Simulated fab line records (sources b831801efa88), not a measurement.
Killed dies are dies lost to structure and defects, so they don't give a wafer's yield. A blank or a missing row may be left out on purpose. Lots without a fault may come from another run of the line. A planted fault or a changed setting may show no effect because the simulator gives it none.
What tool caused it?    flow sky130    10 lots with 30 wafers sampled at 5 steps, on a route of 708 steps

## WHAT THE GAUGES READ, wafer by wafer
SKY_VIA4_RS_MEAS_19: a four-point-probe measurement.
lot   measured      on             VIA4_W_RS (ohm/sq)
L210  day 43 18:35  film-metro-02  0.232 0.234 0.232
L213  day 43 18:53  film-metro-01  0.112 0.112 0.113
L214  day 44 01:35  film-metro-03  0.232 0.233 0.232
L215  day 44 08:36  film-metro-01  0.113 0.114 0.114
L216  day 44 15:47  film-metro-02  0.115 0.115 0.114
L219  day 45 14:51  film-metro-03  0.235 0.234 0.233
L225  day 46 22:01  film-metro-02  0.225 0.220 0.224
L229  day 48 09:05  film-metro-01  0.231 0.234 0.233
L230  day 48 12:17  film-metro-01  0.226 0.227 0.228
L227  day 48 13:17  film-metro-03  0.231 0.228 0.231

SKY_VIA4_THK_MEAS_20: measures by xrf.
lot   measured      on             VIA4_W_THK (nm)
L210  day 43 18:41  film-metro-02  516 511 509
L213  day 43 18:59  film-metro-01  - - -
L214  day 44 01:43  film-metro-03  502 500 499
L215  day 44 08:50  film-metro-01  - - -
L216  day 44 15:53  film-metro-02  - - -
L219  day 45 14:56  film-metro-03  496 498 499
L225  day 46 22:08  film-metro-02  530 542 534
L229  day 48 09:12  film-metro-01  510 505 506
L230  day 48 12:24  film-metro-01  521 518 521
L227  day 48 13:25  film-metro-03  507 510 503

## TOOL THAT RAN EACH LOT (tool first, then ch and the chambers of the sampled wafers, then the start)
lot   SKY_METAL4_DESCUM_15               SKY_VIA4_CMP_02                SKY_VIA4_CVD_18
L210  rie-metal-04 ch 0,1, day 42 16:22  cmp-02 ch 0,1,2, day 42 17:35  cvd-w-02 ch 0,1, day 43 18:20
L213  rie-metal-03 ch 0,1, day 42 16:53  cmp-01 ch 0,1,2, day 42 18:11  cvd-w-01 ch 0,1, day 43 18:26
L214  rie-metal-01 ch 1, day 43 00:19    cmp-02 ch 0,1,2, day 43 01:39  cvd-w-02 ch 0,1, day 44 01:26
L215  rie-metal-01 ch 0,1, day 43 08:40  cmp-01 ch 1,3, day 43 09:53    cvd-w-02 ch 0,1, day 44 08:08
L216  rie-metal-04 ch 0,1, day 43 15:07  cmp-02 ch 0,2,3, day 43 16:22  cvd-w-02 ch 0,1, day 44 15:20
L219  rie-metal-01 ch 0,1, day 44 13:37  cmp-01 ch 0,3, day 44 16:13    cvd-w-02 ch 0,1, day 45 14:41
L225  rie-metal-04 ch 0,1, day 45 22:50  cmp-01 ch 0,1,2, day 46 00:03  cvd-w-01 ch 0,1, day 46 21:52
L229  rie-metal-01 ch 1, day 47 11:29    cmp-01 ch 0,1,3, day 47 12:41  cvd-w-02 ch 0,1, day 48 08:56
L230  rie-metal-01 ch 0,1, day 47 14:08  cmp-02 ch 1,2, day 47 15:37    cvd-w-02 ch 0,1, day 48 12:07
L227  rie-metal-01 ch 0,1, day 47 14:29  cmp-02 ch 0,1,3, day 47 15:58  cvd-w-01 ch 0,1, day 48 13:08
- SKY_METAL4_DESCUM_15: chemistry O2, time 8 s.
- SKY_VIA4_CMP_02: polishes SiO2.
- SKY_VIA4_CVD_18: deposits W, target thk 505 nm, time 152.14 s.

## AS READ BY THE TOOLS THEMSELVES (means over the sampled wafers that have a number; for cases with no such wafer, the mark the record gives instead)
SKY_METAL4_DESCUM_15.
lot   tool          drypump-motor-current-A (A)  oes-product-au (a.u.)
L210  rie-metal-04  6.0                          1.008
L213  rie-metal-03  5.2                          0.989
L214  rie-metal-01  6.3                          1.023
L215  rie-metal-01  6.1                          1.016
L216  rie-metal-04  6.0                          1.011
L219  rie-metal-01  6.1                          1.017
L225  rie-metal-04  6.0                          1.019
L229  rie-metal-01  6.3                          1.028
L230  rie-metal-01  6.2                          1.015
L227  rie-metal-01  6.0                          1.016

SKY_VIA4_CMP_02.
lot   tool    motor-current-A (A)  slurry-flow-ml-min
L210  cmp-02  11.9                 149.7
L213  cmp-01  12.6                 150.2
L214  cmp-02  12.0                 150.3
L215  cmp-01  12.5                 150.3
L216  cmp-02  11.8                 150.4
L219  cmp-01  13.4                 150.3
L225  cmp-01  13.0                 149.8
L229  cmp-01  13.4                 149.8
L230  cmp-02  11.5                 150.2
L227  cmp-02  12.2                 150.1

SKY_VIA4_CVD_18.
lot   tool      heater-power-w (W)
L210  cvd-w-02  929
L213  cvd-w-01  838
L214  cvd-w-02  929
L215  cvd-w-02  819
L216  cvd-w-02  814
L219  cvd-w-02  821
L225  cvd-w-01  849
L229  cvd-w-02  940
L230  cvd-w-02  825
L227  cvd-w-01  768

## THE ANSWER, worked out from the rows above alone
Rule: what is usual is taken from the lots themselves. Put in order of their means at a reading, lots are off if they are a third of the lots or fewer, leave a main group of 4 or more, and stand apart from it by a gap of 3 or more times the standard deviation of the main group's means; of several such gaps the widest counts. The tables above print the reading to a certain number of digits; a main group whose means all agree to those digits is not used. Also off: a lot with no number at a reading for which 4 or more lots have one. Where the step has rows for the other lots, those lots are counted as sound. First the gauges in route order, then the tools' own readings, where a lot's mean is used as printed above. At the first step where some lot is off, the reading lying furthest off is the one used; lots without a number count as furthest.
Off: L213, L215, L216, at SKY_VIA4_RS_MEAS_19 (VIA4_W_RS). Mean 0.230 ohm/sq and standard deviation 0.0037 in the main group.
A tool fits if, at a process step before that reading, it ran every lot that is off, and no sound lot after the first of them. Those tools and the gauges at SKY_VIA4_RS_MEAS_19 are tried in the same way. Of those tried, none fits.

## WHAT WAS PUT IN BY THE SIMULATOR
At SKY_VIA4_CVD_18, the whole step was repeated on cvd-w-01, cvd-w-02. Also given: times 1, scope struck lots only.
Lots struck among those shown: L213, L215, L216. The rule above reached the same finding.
